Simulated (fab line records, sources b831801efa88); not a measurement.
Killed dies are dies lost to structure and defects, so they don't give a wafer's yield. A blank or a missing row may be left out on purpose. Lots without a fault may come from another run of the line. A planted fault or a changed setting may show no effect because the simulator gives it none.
Which tool did it? | flow sky130 | 13 lots, 39 wafers sampled, at 6 steps of a route of 708

WHAT THE GAUGES READ, wafer by wafer
SKY_LDD_P_TW_MEAS_11. Usual: LDD_P_TW 632, standard deviation 3.6.
lot  | measured     | on            | LDD_P_TW    | flag
L226 | day 18 15:50 | film_metro-02 | 633 638 635 |
L227 | day 19 07:43 | film_metro-03 | 625 630 627 |
L228 | day 20 12:47 | film_metro-03 | 630 626 625 |
L231 | day 21 16:49 | film_metro-02 | 634 635 634 |
L232 | day 22 06:49 | film_metro-03 | 633 631 633 |
L237 | day 23 15:05 | film_metro-01 | 631 633 639 |
L240 | day 23 21:36 | film_metro-03 | 631 630 632 |
L242 | day 24 03:53 | film_metro-03 | 623 624 627 |
L245 | day 26 03:25 | film_metro-02 | 637 635 642 |
L246 | day 26 09:53 | film_metro-03 | 631 631 631 |
L247 | day 26 13:29 | film_metro-02 | 638 635 639 |
L248 | day 26 13:20 | film_metro-01 | 631 638 634 |
L249 | day 26 16:07 | film_metro-01 | 630 636 632 |

SKY_LDD_HVN_TW_MEAS_10. Usual: LDD_HVN_TW 1432, standard deviation 11.
lot  | measured     | on            | LDD_HVN_TW     | flag
L226 | day 19 23:58 | film_metro-01 | 1419 1418 1436 |
L227 | day 20 14:16 | film_metro-03 | 1428 1426 1429 |
L228 | day 22 06:58 | film_metro-04 | 1443 1443 1440 |
L231 | day 22 16:40 | film_metro-03 | 1429 1426 1429 |
L232 | day 23 12:13 | film_metro-01 | 136 135 135    | OFF
L237 | day 24 20:49 | film_metro-04 | 1446 1452 1438 |
L240 | day 25 03:20 | film_metro-04 | 1455 1445 1445 |
L242 | day 25 09:10 | film_metro-01 | 1440 1435 1441 |
L245 | day 27 08:15 | film_metro-03 | 1410 1411 1409 |
L246 | day 27 15:07 | film_metro-03 | 1410 1417 1412 |
L247 | day 27 18:30 | film_metro-01 | 1438 1433 1445 |
L248 | day 27 18:13 | film_metro-01 | 1439 1436 1435 |
L249 | day 27 19:53 | film_metro-03 | 1412 1413 1417 |

WHICH TOOL RAN EACH LOT (tool, then ch and the chambers of the sampled wafers, then the start)
lot  | SKY_RES_PROTECT_STRIP_07             | SKY_POLY_GATE_ETCH_17            | SKY_LDD_P_STRIP_10                   | SKY_LDD_HVN_STRIP_09
L226 | plasma_asher-01 ch 0,1, day 14 23:09 | rie_si-02 ch 1,2, day 16 02:31   | plasma_asher-03 ch 0,1, day 18 15:44 | plasma_asher-02 ch 0,1, day 19 23:52
L227 | plasma_asher-02 ch 0,1, day 15 11:39 | rie_si-02 ch 0,1,2, day 16 17:58 | plasma_asher-04 ch 0,1, day 19 07:37 | plasma_asher-02 ch 0,1, day 20 14:10
L228 | plasma_asher-01 ch 0,1, day 16 10:52 | rie_si-02 ch 0,1,3, day 17 19:22 | plasma_asher-03 ch 0,1, day 20 12:41 | plasma_asher-02 ch 0,1, day 22 06:52
L231 | plasma_asher-01 ch 0,1, day 17 14:22 | rie_si-02 ch 0,3, day 18 23:25   | plasma_asher-04 ch 0,1, day 21 16:43 | plasma_asher-01 ch 0,1, day 22 16:34
L232 | plasma_asher-02 ch 0,1, day 17 14:58 | rie_si-02 ch 0,1,3, day 19 00:24 | plasma_asher-04 ch 0,1, day 22 06:43 | plasma_asher-04 ch 0,1, day 23 12:07
L237 | plasma_asher-04 ch 0,1, day 19 03:48 | rie_si-01 ch 0,2,3, day 20 12:43 | plasma_asher-03 ch 0,1, day 23 14:59 | plasma_asher-02 ch 0,1, day 24 20:43
L240 | plasma_asher-01 ch 0,1, day 19 21:58 | rie_si-01 ch 1,2, day 21 05:46   | plasma_asher-03 ch 0,1, day 23 21:30 | plasma_asher-02 ch 0,1, day 25 03:14
L242 | plasma_asher-01 ch 0,1, day 20 13:14 | rie_si-02 ch 1,3, day 21 20:36   | plasma_asher-02 ch 0,1, day 24 03:48 | plasma_asher-01 ch 0,1, day 25 09:05
L245 | plasma_asher-01 ch 0,1, day 22 06:49 | rie_si-01 ch 1,2,3, day 23 14:52 | plasma_asher-03 ch 0,1, day 26 03:19 | plasma_asher-02 ch 0, day 27 08:08
L246 | plasma_asher-02 ch 0,1, day 22 11:28 | rie_si-02 ch 0,1, day 23 20:34   | plasma_asher-04 ch 0,1, day 26 09:47 | plasma_asher-01 ch 0,1, day 27 15:01
L247 | plasma_asher-02 ch 0,1, day 22 13:37 | rie_si-02 ch 0,1,2, day 23 23:06 | plasma_asher-04 ch 0,1, day 26 13:22 | plasma_asher-04 ch 1, day 27 18:23
L248 | plasma_asher-04 ch 0,1, day 22 14:42 | rie_si-01 ch 0,1, day 23 22:52   | plasma_asher-02 ch 0,1, day 26 13:15 | plasma_asher-01 ch 0,1, day 27 18:08
L249 | plasma_asher-04 ch 0,1, day 22 17:10 | rie_si-01 ch 0,1,2, day 24 01:36 | plasma_asher-03 ch 0,1, day 26 16:01 | plasma_asher-02 ch 0, day 27 19:47
- SKY_RES_PROTECT_STRIP_07: strips in O2/N2.
- SKY_POLY_GATE_ETCH_17: etches poly-Si in HBr/Cl2, stops on SiO2, target depth 180 nm, time 70.5 s.
- SKY_LDD_P_STRIP_10: strips in O2/N2.
- SKY_LDD_HVN_STRIP_09: strips in O2/N2.

WHAT THE TOOLS THEMSELVES READ (means of the sampled wafers that have a number; where no wafer has one, the mark that the record gives instead)
SKY_RES_PROTECT_STRIP_07. Usual: drypump_motor_current_A 5.7 A, standard deviation 0.56; oes_product_au 0.517 a.u., standard deviation 0.0049; strip_time_to_endpoint_s 23.29 s, standard deviation 0.041.
lot  | tool            | drypump_motor_current_A (A) | oes_product_au (a.u.) | strip_time_to_endpoint_s (s) | flag
L226 | plasma_asher-01 | 5.5                         | 0.517                 | 23.31                        |
L227 | plasma_asher-02 | 5.7                         | 0.514                 | 23.29                        |
L228 | plasma_asher-01 | 5.5                         | 0.520                 | 23.36                        |
L231 | plasma_asher-01 | 5.6                         | 0.518                 | 23.33                        |
L232 | plasma_asher-02 | 5.7                         | 0.517                 | 23.25                        |
L237 | plasma_asher-04 | 5.6                         | 0.516                 | 23.35                        |
L240 | plasma_asher-01 | 5.8                         | 0.519                 | 23.25                        |
L242 | plasma_asher-01 | 5.6                         | 0.520                 | 23.33                        |
L245 | plasma_asher-01 | 5.8                         | 0.516                 | 23.25                        |
L246 | plasma_asher-02 | 5.7                         | 0.517                 | 23.29                        |
L247 | plasma_asher-02 | 5.7                         | 0.518                 | 23.23                        |
L248 | plasma_asher-04 | 6.1                         | 0.522                 | 23.33                        |
L249 | plasma_asher-04 | 5.6                         | 0.519                 | 23.29                        |

SKY_POLY_GATE_ETCH_17. Usual: drypump_motor_current_A 5.8 A, standard deviation 0.67; he_backside_leak_sccm 2.66 sccm, standard deviation 0.28; oes_product_au 0.984 a.u., standard deviation 0.01; throttle_valve_pct 33.683 %, standard deviation 0.0088.
lot  | tool      | drypump_motor_current_A (A) | he_backside_leak_sccm (sccm) | oes_product_au (a.u.) | throttle_valve_pct (%) | flag
L226 | rie_si-02 | 4.9                         | 2.72                         | 0.988                 | 33.679                 |
L227 | rie_si-02 | 5.4                         | 2.78                         | 0.983                 | 33.686                 |
L228 | rie_si-02 | 5.8                         | 2.72                         | 0.974                 | 33.686                 |
L231 | rie_si-02 | 6.2                         | 3.59                         | 0.980                 | 33.689                 | OFF
L232 | rie_si-02 | 5.8                         | 2.71                         | 0.977                 | 33.685                 |
L237 | rie_si-01 | 5.8                         | 2.47                         | 0.991                 | 33.688                 |
L240 | rie_si-01 | 6.4                         | 2.41                         | 0.988                 | 33.677                 |
L242 | rie_si-02 | 5.8                         | 2.50                         | 0.981                 | 33.684                 |
L245 | rie_si-01 | 6.1                         | 2.55                         | 0.997                 | 33.688                 |
L246 | rie_si-02 | 5.8                         | 2.86                         | 0.984                 | 33.674                 |
L247 | rie_si-02 | 5.4                         | 2.84                         | 0.985                 | 33.688                 |
L248 | rie_si-01 | 6.5                         | 2.59                         | 0.995                 | 33.679                 |
L249 | rie_si-01 | 6.1                         | 2.64                         | 0.989                 | 33.680                 |

SKY_LDD_P_STRIP_10. Usual: drypump_motor_current_A 5.8 A, standard deviation 0.49; oes_product_au 0.716 a.u., standard deviation 0.0046; strip_time_to_endpoint_s 14.16 s, standard deviation 0.044.
lot  | tool            | drypump_motor_current_A (A) | oes_product_au (a.u.) | strip_time_to_endpoint_s (s) | flag
L226 | plasma_asher-03 | 5.9                         | 0.724                 | 14.16                        |
L227 | plasma_asher-04 | 6.1                         | 0.718                 | 14.17                        |
L228 | plasma_asher-03 | 5.9                         | 0.717                 | 14.17                        |
L231 | plasma_asher-04 | 6.1                         | 0.716                 | 14.17                        |
L232 | plasma_asher-04 | 6.1                         | 0.951                 | -                            | OFF
L237 | plasma_asher-03 | 6.0                         | 0.717                 | 14.12                        |
L240 | plasma_asher-03 | 5.9                         | 0.717                 | 14.20                        |
L242 | plasma_asher-02 | 5.7                         | 0.716                 | 14.10                        |
L245 | plasma_asher-03 | 6.1                         | 0.719                 | 14.21                        |
L246 | plasma_asher-04 | 6.1                         | 0.717                 | 14.15                        |
L247 | plasma_asher-04 | 6.1                         | 0.717                 | 14.19                        |
L248 | plasma_asher-02 | 5.7                         | 0.716                 | 14.13                        |
L249 | plasma_asher-03 | 5.9                         | 0.719                 | 14.19                        |

SKY_LDD_HVN_STRIP_09. Usual: drypump_motor_current_A 5.7 A, standard deviation 0.43; oes_product_au 0.408 a.u., standard deviation 0.0043; strip_time_to_endpoint_s 4.133 s, standard deviation 0.014.
lot  | tool            | drypump_motor_current_A (A) | oes_product_au (a.u.) | strip_time_to_endpoint_s (s) | flag
L226 | plasma_asher-02 | 5.7                         | 0.410                 | 4.139                        |
L227 | plasma_asher-02 | 5.7                         | 0.408                 | 4.147                        |
L228 | plasma_asher-02 | 5.7                         | 0.409                 | 4.128                        |
L231 | plasma_asher-01 | 5.5                         | 0.409                 | 4.145                        |
L232 | plasma_asher-04 | 6.1                         | 0.536                 | 7.319                        | OFF
L237 | plasma_asher-02 | 5.7                         | 0.406                 | 4.118                        |
L240 | plasma_asher-02 | 5.6                         | 0.405                 | 4.133                        |
L242 | plasma_asher-01 | 5.6                         | 0.410                 | 4.125                        |
L245 | plasma_asher-02 | 5.7                         | 0.405                 | 4.129                        |
L246 | plasma_asher-01 | 5.6                         | 0.408                 | 4.118                        |
L247 | plasma_asher-04 | 5.0                         | 0.405                 | 4.119                        |
L248 | plasma_asher-01 | 5.5                         | 0.406                 | 4.125                        |
L249 | plasma_asher-02 | 5.6                         | 0.407                 | 4.133                        |

THE ANSWER, worked out from the rows above alone
Rule: a lot is off if the mean of its wafers that have a number lies more than 3 standard deviations from the usual mean. A lot without any number at a reading at which 4 lots or more have one is off too. The other lots that the step has rows for count as sound. The gauges are gone through in route order, then the tools' own readings, and for those a lot's mean is taken as printed above. The first step at which some lot is off is used, and at that step the reading that is off furthest; a lot without a number counts as furthest.
Off: L232, at SKY_LDD_HVN_TW_MEAS_10 (LDD_HVN_TW).
A tool fits if, at a process step before that reading, it ran every lot that is off, and no sound lot after the first of them. The gauges at SKY_LDD_HVN_TW_MEAS_10 aren't tried: what is off there is off at SKY_LDD_P_STRIP_10 too, on other tools, and a gauge's error can't cause that. None of those tried fits.

WHAT THE SIMULATOR HAD PUT IN
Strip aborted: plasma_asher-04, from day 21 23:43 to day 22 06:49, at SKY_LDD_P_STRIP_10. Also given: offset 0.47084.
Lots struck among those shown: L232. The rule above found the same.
